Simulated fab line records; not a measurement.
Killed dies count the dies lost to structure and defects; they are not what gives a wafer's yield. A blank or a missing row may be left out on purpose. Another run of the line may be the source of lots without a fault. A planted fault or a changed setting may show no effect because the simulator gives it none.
Comparing a struck lot with a sound one -- flow sky130 -- 16 steps out of a route of 708
Sound: wafers L279.1, L279.2, L279.5. Struck: wafer L295.4. (L295.1, L295.5 of the same lot were not struck and are left out.) The cause comes at the end.
At each step with rows: each side's tool, then ch and its chambers, then its first start. Under that, the readings that differ: sound wafers -- struck wafers -- difference of the means -- sigmas: that difference in standard deviations of wafers without a fault.
alike: words and numbers the same on both sides, and readings whose means are apart by under 2 such deviations; not compared: readings that were withheld, readings missing a value for some wafer, numbers with overlapping values and no deviation given by the record, and bounds like >300 which may hide the same value.
A row with sigmas, a row that says differs or no value, or rows on one side alone: a step with any of these is where the two part. When numbers do not overlap yet have no deviation, they are printed without sigmas and do not part them. Lack of a reading on every wafer of one side parts them only where that side has two or more wafers.

first, 2 steps without rows for these wafers: SKY_VT_ADJUST_PCH_PEB_05; SKY_VT_ADJUST_PCH_DEVELOP_06 (develop time 60 s).
SKY_VT_ADJUST_PCH_OVL_MEAS_07:
  sound on overlay-01 at day 10 23:21; struck on overlay-01 at day 15 15:57
  alike: VT_ADJUST_PCH_OVL
following that, these wafers have no rows for 1 step: SKY_VT_ADJUST_PCH_IMPLANT_08.
SKY_VT_ADJUST_PCH_STRIP_09: strips in O2/N2.
  sound on plasma_asher-02 ch 0,1, day 10 23:32; struck on plasma_asher-02 ch 1, day 15 16:08
  alike: drypump_motor_current_A, oes_product_au, strip_time_to_endpoint_s
  not compared: rf_hours_counter_h
SKY_VT_ADJUST_PCH_TW_MEAS_10:
  sound on film_metro-03 at day 10 23:38; struck on film_metro-03 at day 15 16:14
  alike: VT_ADJUST_PCH_TW
then, 6 steps without rows for these wafers: SKY_SONOS_TUNNEL_DEHYDRATE_00 (time 60 s); SKY_SONOS_TUNNEL_HMDS_01 (prime time 60 s); SKY_SONOS_TUNNEL_COAT_02 (resist thk 1140 nm); SKY_SONOS_TUNNEL_SOFTBAKE_03 (time 60 s); SKY_SONOS_TUNNEL_EXPOSE_04 (exposes mask TUNM, target cd 410 nm); SKY_SONOS_TUNNEL_PEB_05.
SKY_SONOS_TUNNEL_DEVELOP_06: develop time 60 s.
  sound on litho_track-04 ch 0, day 11 22:34; struck on litho_track-04 ch 0, day 16 20:10
  alike: developer_temp_C, resist_line_temp_C
SKY_SONOS_TUNNEL_CD_MEAS_07: the cd target is 410 nm.
  sound on cd_sem-01 at day 11 22:43; struck on cd_sem-02 at day 16 20:19
reading,sound,struck,difference,sigmas
cd_nm (nm),414.4 413.5 413.1,394.8,-18.9,-8
SKY_SONOS_TUNNEL_OVL_MEAS_08:
  sound on overlay-01 at day 11 22:50; struck on overlay-01 at day 16 20:26
  alike: SONOS_TUNNEL_OVL
following that, these wafers have no rows for 1 step: SKY_PAD_OPEN_PROBE_99.

WHERE THEY PART
At SKY_SONOS_TUNNEL_CD_MEAS_07 and nowhere else, as far as this record goes. Later steps at which nothing parts them and some readings are alike: SKY_SONOS_TUNNEL_OVL_MEAS_08.

WHY: whatever the simulator had introduced
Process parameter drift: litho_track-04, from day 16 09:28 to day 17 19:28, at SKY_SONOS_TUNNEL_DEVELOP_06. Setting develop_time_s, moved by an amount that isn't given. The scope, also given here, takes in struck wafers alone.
